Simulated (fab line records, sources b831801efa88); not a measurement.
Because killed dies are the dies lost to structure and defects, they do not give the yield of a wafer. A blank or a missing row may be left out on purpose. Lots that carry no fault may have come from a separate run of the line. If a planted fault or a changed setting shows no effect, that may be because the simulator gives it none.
fab line records	flow sky130
record lots=24	wafers=72	lastDay=52
route steps=708 shown FIELD_ISO@24 VT_ADJUST_LVTN@106 VT_ADJUST_NCORE@126 POLY_GATE@205 LDD_P@263
lots that met no fault: taken from a fault-free run of the same line
startH: the number of hours between the record's first day and the start of the first shown wafer of the lot	waitH: time in hours since the lot's previous step	" unchanged from the row above	L1.1+2: a row that stands for several wafers	- either no value or no given start	* or withheld: withheld	< > ~ a bound
route shown NAME@n: a module of which the file shows steps, and the number in the route of the first	usual: average and standard deviation across the fault-free wafers	same: alike in all rows	chamber/n: place in a boat	sites: the reading at each site	_std_site: how widely they spread, as a standard deviation	_edge_site: inner sites' mean taken away from outer sites' mean	radiusMm: for every site, how far away it sits from the centre of the wafer	mask NAME#n: copy n	behind: the tool/chamber that last shaped the wafer	hold: the reason the lot was held/the length of the hold in hours/how it ended	device: which transistor (n, p or np) failed to switch	end of line: the tests these same wafers got at the end of their route	a step with no rows: only its recipe	killed: the dies lost at the first sort to structure and to defects; this is not the yield of the wafer	map: a wafer's dies, x killed, . not, _ none there
set.NAME: the setting the step ran with; set.NAME@STEP: the setting that earlier step ran with	model.NAME: the simulator's own value behind a step, which no gauge read
the route's steps for a sample of lots (tables are steps, rows are wafers)
services: the hour from which a tool's chamber was out of use, counted from the record's first day as startH (under 0 if before that day), plus the number of hours and why
## steps
# step SKY_FIELD_ISO_THK_MEAS_23
# recipe reads=SiO2_of_FIELD_ISO_OXIDATION_22
# usual FIELD_ISO_OXIDATION_01_THK=10.04/0.19
lot.wafer	tool	chamber	startH	waitH	FIELD_ISO_OXIDATION_01_THK[nm]
L074.1	filmMetro-01	-	29.69	0.0	10.46
L074.4	"	-	"	"	10.45
L074.5	"	-	"	"	10.16
L075.2	filmMetro-03	-	35.03	0.0	9.86
L075.3	"	-	"	"	10.17
L075.4	"	-	"	"	10.03
L076.4	filmMetro-02	-	40.47	0.0	10.27
L076.5	"	-	"	"	10.33
L076.6	"	-	"	"	10.09
L077.3	filmMetro-02	-	45.46	0.0	10.10
L077.4	"	-	"	"	10.05
L077.6	"	-	"	"	9.94
L078.4	filmMetro-01	-	51.56	0.0	10.08
L078.5	"	-	"	"	10.21
L078.6	"	-	"	"	10.19
L079.1	filmMetro-01	-	55.78	0.0	9.91
L079.3	"	-	"	"	9.84
L079.4	"	-	"	"	10.15
L080.1	filmMetro-03	-	61.13	0.0	9.96
L080.2	"	-	"	"	10.07
L080.5	"	-	"	"	9.98
L081.1	filmMetro-02	-	68.08	0.0	10.09
L081.2	"	-	"	"	10.12
L081.6	"	-	"	"	10.18
L082.1	filmMetro-02	-	71.19	0.0	9.99
L082.2	"	-	"	"	10.00
L082.5	"	-	"	"	10.07
L083.1	filmMetro-01	-	77.53	0.0	10.17
L083.5	"	-	"	"	10.42
L083.6	"	-	"	"	10.19
L084.1	filmMetro-02	-	84.90	0.0	9.99
L084.3	"	-	"	"	10.18
L084.5	"	-	"	"	9.90
L085.1	filmMetro-01	-	89.18	0.0	10.02
L085.3	"	-	"	"	9.97
L085.4	"	-	"	"	9.98
L086.2	filmMetro-02	-	93.24	0.0	10.19
L086.3	"	-	"	"	10.11
L086.4	"	-	"	"	10.22
L087.4	filmMetro-03	-	98.82	0.0	9.94
L087.5	"	-	"	"	9.98
L087.6	"	-	"	"	9.76
L088.1	filmMetro-02	-	104.41	0.0	10.09
L088.2	"	-	"	"	10.03
L088.5	"	-	"	"	10.09
L089.1	filmMetro-01	-	108.79	0.0	10.28
L089.4	"	-	"	"	10.33
L089.6	"	-	"	"	10.36
L090.1	filmMetro-03	-	113.78	0.0	10.00
L090.2	"	-	"	"	10.24
L090.6	"	-	"	"	9.96
L091.1	filmMetro-03	-	120.36	0.0	9.67
L091.2	"	-	"	"	9.65
L091.5	"	-	"	"	9.62
L093.1	filmMetro-03	-	129.18	0.0	10.04
L093.2	"	-	"	"	9.87
L093.5	"	-	"	"	9.92
L092.2	filmMetro-02	-	129.19	0.0	10.19
L092.4	"	-	"	"	10.02
L092.5	"	-	"	"	10.01
L094.1	filmMetro-01	-	133.63	0.0	10.04
L094.4	"	-	"	"	10.21
L094.5	"	-	"	"	10.09
L095.2	filmMetro-03	-	141.76	0.0	9.92
L095.3	"	-	"	"	9.83
L095.6	"	-	"	"	9.93
L096.2	filmMetro-03	-	144.89	0.0	9.88
L096.3	"	-	"	"	9.98
L096.6	"	-	"	"	9.84
L097.1	filmMetro-01	-	152.21	0.0	9.67
L097.3	"	-	"	"	9.88
L097.6	"	-	"	"	9.63
# step SKY_VT_ADJUST_LVTN_STRIP_09
# recipe chemistry=O2/N2	powerW=1400	pressureMtorr=1500	platenTempC=withheld	o2FlowSccm=3072	n2FlowSccm=300	overashFraction=0.5
# usual drypumpMotorCurrentA=5.86/0.19	oesProductAu=0.723/0.0045	stripTimeToEndpointS=36.87/0.089
lot.wafer	tool	chamber	startH	waitH	drypumpMotorCurrentA	oesProductAu	rfHoursCounterH	stripTimeToEndpointS
L074.1	plasmaAsher-04	0	138.18	0.1	6.06	0.733	2	36.80
L074.4	"	0	"	"	6.05	0.720	-	36.79
L074.5	"	1	"	"	5.73	0.723	-	36.83
L075.2	plasmaAsher-02	1	144.18	0.1	6.03	0.725	40	36.92
L075.3	"	0	"	"	5.53	0.721	-	36.85
L075.4	"	1	"	"	6.02	0.712	-	36.94
L076.4	plasmaAsher-02	1	150.26	0.1	6.03	0.723	-	36.96
L076.5	"	1	"	"	6.01	0.724	-	36.92
L076.6	"	0	"	"	5.56	0.716	-	36.91
L077.3	plasmaAsher-04	1	159.61	0.1	5.72	0.733	-	36.71
L077.4	"	0	"	"	6.04	0.724	-	36.86
L077.6	"	0	"	"	6.06	0.721	-	36.83
L078.4	plasmaAsher-04	1	165.66	0.1	5.74	0.724	-	36.91
L078.5	"	1	"	"	5.74	0.727	-	36.83
L078.6	"	0	"	"	6.02	0.729	-	36.84
L079.1	plasmaAsher-04	0	170.84	0.1	6.04	0.720	5	37.02
L079.3	"	0	"	"	6.04	0.717	-	37.05
L079.4	"	1	"	"	5.72	0.720	-	36.95
L080.1	plasmaAsher-01	1	181.63	0.1	6.02	0.714	34	36.90
L080.2	"	0	"	"	5.81	0.717	34	36.82
L080.5	"	1	"	"	6.05	0.724	-	36.88
L081.1	plasmaAsher-04	1	189.09	0.1	5.73	0.725	7	36.89
L081.2	"	0	"	"	6.04	0.722	7	36.92
L081.6	"	1	"	"	5.73	0.724	-	36.83
L082.1	plasmaAsher-04	1	191.64	0.1	5.71	0.723	7	36.79
L082.2	"	0	"	"	6.04	0.724	7	36.88
L082.5	"	1	"	"	5.71	0.722	-	36.82
L083.1	plasmaAsher-01	0	200.59	0.1	5.83	0.717	36	36.88
L083.5	"	0	"	"	5.85	0.715	-	36.90
L083.6	"	1	"	"	6.04	0.729	-	36.93
L084.1	plasmaAsher-01	0	211.54	0.1	5.86	0.718	37	36.72
L084.3	"	0	"	"	5.83	0.727	-	36.71
L084.5	"	0	"	"	5.84	0.726	-	36.74
L085.1	plasmaAsher-01	1	215.14	0.1	6.03	0.728	38	36.86
L085.3	"	1	"	"	6.03	0.719	-	36.83
L085.4	"	0	"	"	5.83	0.722	-	36.77
L086.2	plasmaAsher-04	1	220.59	0.1	5.72	0.723	11	36.88
L086.3	"	1	"	"	5.72	0.723	-	36.92
L086.4	"	0	"	"	6.05	0.723	-	36.90
L087.4	plasmaAsher-02	1	230.46	0.1	6.01	0.711	-	36.80
L087.5	"	0	"	"	5.58	0.721	-	36.77
L087.6	"	1	"	"	6.02	0.719	-	36.83
L088.1	plasmaAsher-02	0	238.04	0.1	5.56	0.727	45	36.92
L088.2	"	1	"	"	6.01	0.721	45	37.05
L088.5	"	0	"	"	5.59	0.724	-	36.99
L089.1	plasmaAsher-02	1	241.98	0.1	6.01	0.720	45	36.99
L089.4	"	1	"	"	6.03	0.726	-	36.87
L089.6	"	1	"	"	6.02	0.725	-	36.87
L090.1	plasmaAsher-02	0	254.49	0.1	5.56	0.716	46	36.90
L090.2	"	1	"	"	6.00	0.723	46	37.04
L090.6	"	0	"	"	5.58	0.719	-	36.95
L091.1	plasmaAsher-02	1	262.43	0.1	6.03	0.727	47	36.89
L091.2	"	0	"	"	5.54	0.723	47	36.97
L091.5	"	1	"	"	6.01	0.730	-	36.84
L092.2	plasmaAsher-02	0	269.24	0.1	5.56	0.729	48	36.75
L092.4	"	1	"	"	6.01	0.721	-	36.95
L092.5	"	0	"	"	5.57	0.717	-	36.80
L093.1	plasmaAsher-04	0	272.43	0.1	6.04	0.720	16	37.02
L093.2	"	1	"	"	5.71	0.725	16	36.92
L093.5	"	1	"	"	5.72	0.733	-	36.90
L094.1	plasmaAsher-01	0	282.44	0.1	5.82	0.728	45	36.94
L094.4	"	1	"	"	6.02	0.725	-	37.01
L094.5	"	1	"	"	6.03	0.729	-	37.07
L095.2	plasmaAsher-02	0	291.58	0.1	5.52	0.720	49	36.76
L095.3	"	0	"	"	5.54	0.720	-	36.73
L095.6	"	1	"	"	6.01	0.724	-	36.74
L096.2	plasmaAsher-04	0	293.34	0.1	6.04	0.724	18	36.77
L096.3	"	1	"	"	5.72	0.717	-	36.89
L096.6	"	1	"	"	5.73	0.716	-	36.86
L097.1	plasmaAsher-04	0	300.98	0.1	6.06	0.721	19	36.75
L097.3	"	0	"	"	6.03	0.728	-	36.76
L097.6	"	0	"	"	6.05	0.721	-	36.74
# step SKY_VT_ADJUST_NCORE_CD_MEAS_07
# recipe targetCdNm=380
# usual cdNm=380/3.1
lot.wafer	tool	chamber	startH	waitH	cdNm
L074.1	cdSem-01	-	179.55	0.1	382
L074.4	"	-	"	"	382
L074.5	"	-	"	"	383
L075.2	cdSem-01	-	186.16	0.1	376
L075.3	"	-	"	"	375
L075.4	"	-	"	"	378
L076.4	cdSem-02	-	193.70	0.1	377
L076.5	"	-	"	"	379
L076.6	"	-	"	"	378
L077.3	cdSem-02	-	204.53	0.1	377
L077.4	"	-	"	"	378
L077.6	"	-	"	"	377
L078.4	cdSem-01	-	210.25	0.1	376
L078.5	"	-	"	"	376
L078.6	"	-	"	"	379
L079.1	cdSem-01	-	216.50	0.1	385
L079.3	"	-	"	"	382
L079.4	"	-	"	"	383
L080.1	cdSem-02	-	228.36	0.2	375
L080.2	"	-	"	"	376
L080.5	"	-	"	"	376
L081.1	cdSem-01	-	236.64	0.1	381
L081.2	"	-	"	"	380
L081.6	"	-	"	"	381
L082.1	cdSem-01	-	239.19	0.1	381
L082.2	"	-	"	"	381
L082.5	"	-	"	"	382
L083.1	cdSem-02	-	248.54	0.1	382
L083.5	"	-	"	"	383
L083.6	"	-	"	"	382
L084.1	cdSem-01	-	260.59	0.1	375
L084.3	"	-	"	"	375
L084.5	"	-	"	"	374
L085.1	cdSem-01	-	265.25	0.1	379
L085.3	"	-	"	"	377
L085.4	"	-	"	"	380
L086.2	cdSem-01	-	270.32	0.1	374
L086.3	"	-	"	"	373
L086.4	"	-	"	"	372
L087.4	cdSem-02	-	281.96	0.1	383
L087.5	"	-	"	"	382
L087.6	"	-	"	"	379
L088.1	cdSem-02	-	289.79	0.1	383
L088.2	"	-	"	"	384
L088.5	"	-	"	"	382
L089.1	cdSem-02	-	294.40	0.1	377
L089.4	"	-	"	"	376
L089.6	"	-	"	"	378
L090.1	cdSem-02	-	304.99	0.1	384
L090.2	"	-	"	"	385
L090.6	"	-	"	"	386
L091.1	cdSem-02	-	313.25	0.1	382
L091.2	"	-	"	"	386
L091.5	"	-	"	"	383
L092.2	cdSem-01	-	321.46	0.1	382
L092.4	"	-	"	"	382
L092.5	"	-	"	"	378
L093.1	cdSem-02	-	324.24	0.1	384
L093.2	"	-	"	"	383
L093.5	"	-	"	"	378
L094.1	cdSem-01	-	335.44	0.1	379
L094.4	"	-	"	"	382
L094.5	"	-	"	"	381
L095.2	cdSem-01	-	344.66	0.1	381
L095.3	"	-	"	"	382
L095.6	"	-	"	"	383
L096.2	cdSem-01	-	346.47	0.1	380
L096.3	"	-	"	"	384
L096.6	"	-	"	"	381
L097.1	cdSem-01	-	355.59	0.1	381
L097.3	"	-	"	"	379
L097.6	"	-	"	"	380
# step SKY_POLY_GATE_THK_MEAS_01
# recipe reads=poly-Si_of_POLY_GATE_CVD_00
# usual POLY_GATE_CVD_00_THK=179.2/1.7
lot.wafer	tool	chamber	startH	waitH	POLY_GATE_CVD_00_THK[nm]
L074.1	filmMetro-02	-	315.58	0.0	178.1
L074.4	"	-	"	"	178.5
L074.5	"	-	"	"	177.2
L075.2	filmMetro-01	-	322.19	0.0	178.4
L075.3	"	-	"	"	178.8
L075.4	"	-	"	"	178.9
L076.4	filmMetro-04	-	336.19	0.0	183.8
L076.5	"	-	"	"	183.6
L076.6	"	-	"	"	182.8
L077.3	filmMetro-04	-	352.09	0.0	177.9
L077.4	"	-	"	"	177.5
L077.6	"	-	"	"	176.6
L078.4	filmMetro-04	-	359.39	0.0	180.1
L078.5	"	-	"	"	180.6
L078.6	"	-	"	"	181.2
L079.1	filmMetro-02	-	364.63	0.0	178.6
L079.3	"	-	"	"	178.6
L079.4	"	-	"	"	179.6
L080.1	filmMetro-02	-	373.12	0.0	177.9
L080.2	"	-	"	"	177.5
L080.5	"	-	"	"	179.2
L081.1	filmMetro-01	-	382.07	0.0	180.4
L081.2	"	-	"	"	179.1
L081.6	"	-	"	"	180.1
L082.1	filmMetro-02	-	386.53	0.0	176.8
L082.2	"	-	"	"	177.4
L082.5	"	-	"	"	178.6
L083.1	filmMetro-02	-	399.36	0.0	179.6
L083.5	"	-	"	"	178.4
L083.6	"	-	"	"	180.2
L084.1	filmMetro-01	-	413.36	0.0	176.8
L084.3	"	-	"	"	175.3
L084.5	"	-	"	"	174.8
L085.1	filmMetro-01	-	418.51	0.0	177.5
L085.3	"	-	"	"	177.8
L085.4	"	-	"	"	178.1
L086.2	filmMetro-04	-	424.37	0.0	177.3
L086.3	"	-	"	"	178.6
L086.4	"	-	"	"	178.5
L087.4	filmMetro-02	-	435.87	0.0	181.0
L087.5	"	-	"	"	180.2
L087.6	"	-	"	"	180.2
L088.1	filmMetro-04	-	444.88	0.0	181.6
L088.2	"	-	"	"	182.5
L088.5	"	-	"	"	181.9
L089.1	filmMetro-01	-	451.57	0.0	179.7
L089.4	"	-	"	"	179.1
L089.6	"	-	"	"	180.1
L090.1	filmMetro-02	-	465.88	0.0	180.9
L090.2	"	-	"	"	181.0
L090.6	"	-	"	"	180.8
L091.1	filmMetro-02	-	480.87	0.0	178.8
L091.2	"	-	"	"	178.8
L091.5	"	-	"	"	177.3
L093.1	filmMetro-04	-	490.97	0.0	180.5
L093.2	"	-	"	"	179.2
L093.5	"	-	"	"	180.1
L092.2	filmMetro-02	-	492.18	0.0	178.6
L092.4	"	-	"	"	177.3
L092.5	"	-	"	"	176.4
L094.1	filmMetro-02	-	502.53	0.0	177.7
L094.4	"	-	"	"	176.8
L094.5	"	-	"	"	178.1
L095.2	filmMetro-01	-	513.29	0.0	182.9
L095.3	"	-	"	"	182.3
L095.6	"	-	"	"	181.5
L096.2	filmMetro-04	-	516.29	0.0	179.9
L096.3	"	-	"	"	179.1
L096.6	"	-	"	"	178.9
L097.1	filmMetro-01	-	527.67	0.0	178.5
L097.3	"	-	"	"	178.9
L097.6	"	-	"	"	181.4
# step SKY_POLY_GATE_OVL_MEAS_14
# usual POLY_GATE_OVL=-2/5.6
lot.wafer	tool	chamber	startH	waitH	POLY_GATE_OVL[nm]
L074.1	overlay-02	-	375.96	0.1	4
L074.4	"	-	"	"	5
L074.5	"	-	"	"	0
L075.2	overlay-02	-	381.42	0.1	-2
L075.3	"	-	"	"	-4
L075.4	"	-	"	"	-1
L076.4	overlay-02	-	396.74	0.1	0
L076.5	"	-	"	"	7
L076.6	"	-	"	"	-6
L077.3	overlay-01	-	414.67	0.1	-4
L077.4	"	-	"	"	-2
L077.6	"	-	"	"	-1
L078.4	overlay-02	-	422.29	0.1	-3
L078.5	"	-	"	"	5
L078.6	"	-	"	"	5
L079.1	overlay-01	-	427.16	0.1	4
L079.3	"	-	"	"	4
L079.4	"	-	"	"	-4
L080.1	overlay-01	-	438.51	0.1	-1
L080.2	"	-	"	"	2
L080.5	"	-	"	"	7
L081.1	overlay-02	-	447.16	0.1	-9
L081.2	"	-	"	"	7
L081.6	"	-	"	"	-4
L082.1	overlay-02	-	452.57	0.1	4
L082.2	"	-	"	"	-2
L082.5	"	-	"	"	-3
L083.1	overlay-01	-	464.46	0.1	-1
L083.5	"	-	"	"	-2
L083.6	"	-	"	"	0
L084.1	overlay-02	-	479.76	0.1	-7
L084.3	"	-	"	"	-3
L084.5	"	-	"	"	-11
L085.1	overlay-01	-	485.87	0.1	3
L085.3	"	-	"	"	1
L085.4	"	-	"	"	-7
L086.2	overlay-01	-	491.22	0.1	-5
L086.3	"	-	"	"	-7
L086.4	"	-	"	"	-9
L087.4	overlay-01	-	503.44	0.1	4
L087.5	"	-	"	"	-1
L087.6	"	-	"	"	0
L088.1	overlay-02	-	512.61	0.1	-14
L088.2	"	-	"	"	-7
L088.5	"	-	"	"	-7
L089.1	overlay-02	-	518.42	0.1	7
L089.4	"	-	"	"	0
L089.6	"	-	"	"	0
L090.1	overlay-01	-	533.21	0.1	4
L090.2	"	-	"	"	-8
L090.6	"	-	"	"	-2
L091.1	overlay-02	-	548.81	0.1	-17
L091.2	"	-	"	"	-14
L091.5	"	-	"	"	-19
L093.1	overlay-02	-	558.87	0.1	-3
L093.2	"	-	"	"	0
L093.5	"	-	"	"	1
L092.2	overlay-02	-	561.07	0.1	-4
L092.4	"	-	"	"	-4
L092.5	"	-	"	"	4
L094.1	overlay-02	-	569.42	0.1	-13
L094.4	"	-	"	"	-7
L094.5	"	-	"	"	-11
L095.2	overlay-02	-	579.92	0.1	-6
L095.3	"	-	"	"	-10
L095.6	"	-	"	"	-6
L096.2	overlay-01	-	583.47	0.1	0
L096.3	"	-	"	"	7
L096.6	"	-	"	"	-1
L097.1	overlay-01	-	594.31	0.1	-4
L097.3	"	-	"	"	-1
L097.6	"	-	"	"	1
# step SKY_LDD_P_OVL_MEAS_08
# usual LDD_P_OVL=-1.0/1.5
lot.wafer	tool	chamber	startH	waitH	LDD_P_OVL[nm]
L074.1	overlay-01	-	442.07	0.1	-0.2
L074.4	"	-	"	"	0.4
L074.5	"	-	"	"	0.3
L075.2	overlay-01	-	448.82	0.1	-1.3
L075.3	"	-	"	"	-1.3
L075.4	"	-	"	"	-1.2
L076.4	overlay-01	-	463.48	0.1	-0.6
L076.5	"	-	"	"	-1.0
L076.6	"	-	"	"	0.8
L077.3	overlay-01	-	483.53	0.1	-2.2
L077.4	"	-	"	"	-1.8
L077.6	"	-	"	"	-4.0
L078.4	overlay-01	-	491.73	0.1	-1.4
L078.5	"	-	"	"	0.8
L078.6	"	-	"	"	-0.1
L079.1	overlay-02	-	497.11	0.1	-0.6
L079.3	"	-	"	"	0.9
L079.4	"	-	"	"	-1.8
L080.1	overlay-01	-	507.62	0.1	0.1
L080.2	"	-	"	"	0.6
L080.5	"	-	"	"	0.0
L081.1	overlay-02	-	514.91	0.1	-3.2
L081.2	"	-	"	"	-2.1
L081.6	"	-	"	"	-3.4
L082.1	overlay-01	-	521.67	0.1	-2.6
L082.2	"	-	"	"	-2.3
L082.5	"	-	"	"	-3.0
L083.1	overlay-01	-	531.82	0.1	-3.6
L083.5	"	-	"	"	0.0
L083.6	"	-	"	"	-2.7
L084.1	overlay-01	-	547.47	0.1	-1.2
L084.3	"	-	"	"	-1.6
L084.5	"	-	"	"	-1.4
L085.1	overlay-01	-	554.37	0.1	-0.5
L085.3	"	-	"	"	-1.7
L085.4	"	-	"	"	-3.8
L086.2	overlay-02	-	559.32	0.1	1.1
L086.3	"	-	"	"	-4.0
L086.4	"	-	"	"	-2.2
L087.4	overlay-02	-	572.13	0.1	2.8
L087.5	"	-	"	"	0.3
L087.6	"	-	"	"	2.2
L088.1	overlay-01	-	581.51	0.1	-3.3
L088.2	"	-	"	"	-1.4
L088.5	"	-	"	"	-3.1
L089.1	overlay-02	-	587.42	0.1	-1.2
L089.4	"	-	"	"	0.6
L089.6	"	-	"	"	-1.5
L090.1	overlay-02	-	601.06	0.1	2.4
L090.2	"	-	"	"	0.9
L090.6	"	-	"	"	0.2
L091.1	overlay-01	-	615.46	0.1	-1.2
L091.2	"	-	"	"	-0.6
L091.5	"	-	"	"	-1.0
L093.1	overlay-01	-	625.01	0.1	-2.1
L093.2	"	-	"	"	-2.7
L093.5	"	-	"	"	-1.6
L092.2	overlay-02	-	626.72	0.1	-0.4
L092.4	"	-	"	"	1.1
L092.5	"	-	"	"	-0.7
L094.1	overlay-01	-	633.52	0.1	-0.8
L094.4	"	-	"	"	0.0
L094.5	"	-	"	"	-0.6
L095.2	overlay-02	-	643.22	0.1	-2.1
L095.3	"	-	"	"	-1.8
L095.6	"	-	"	"	0.5
L096.2	overlay-02	-	645.57	0.1	0.6
L096.3	"	-	"	"	0.6
L096.6	"	-	"	"	2.5
L097.1	overlay-01	-	656.06	0.1	-3.4
L097.3	"	-	"	"	-3.1
L097.6	"	-	"	"	-2.5
## services
tool	chamber	startH	hours	kind
plasmaAsher-04	0	117.83	-	clean
plasmaAsher-04	1	117.83	-	clean
plasmaAsher-02	-	172.21	50.1	repair
plasmaAsher-04	-	176.03	4.8	repair
plasmaAsher-02	-	200.51	1.4	repair
plasmaAsher-04	-	249.56	3.8	repair
plasmaAsher-02	-	273.47	9.9	repair
plasmaAsher-01	-	297.91	4.1	repair
## key
fault none
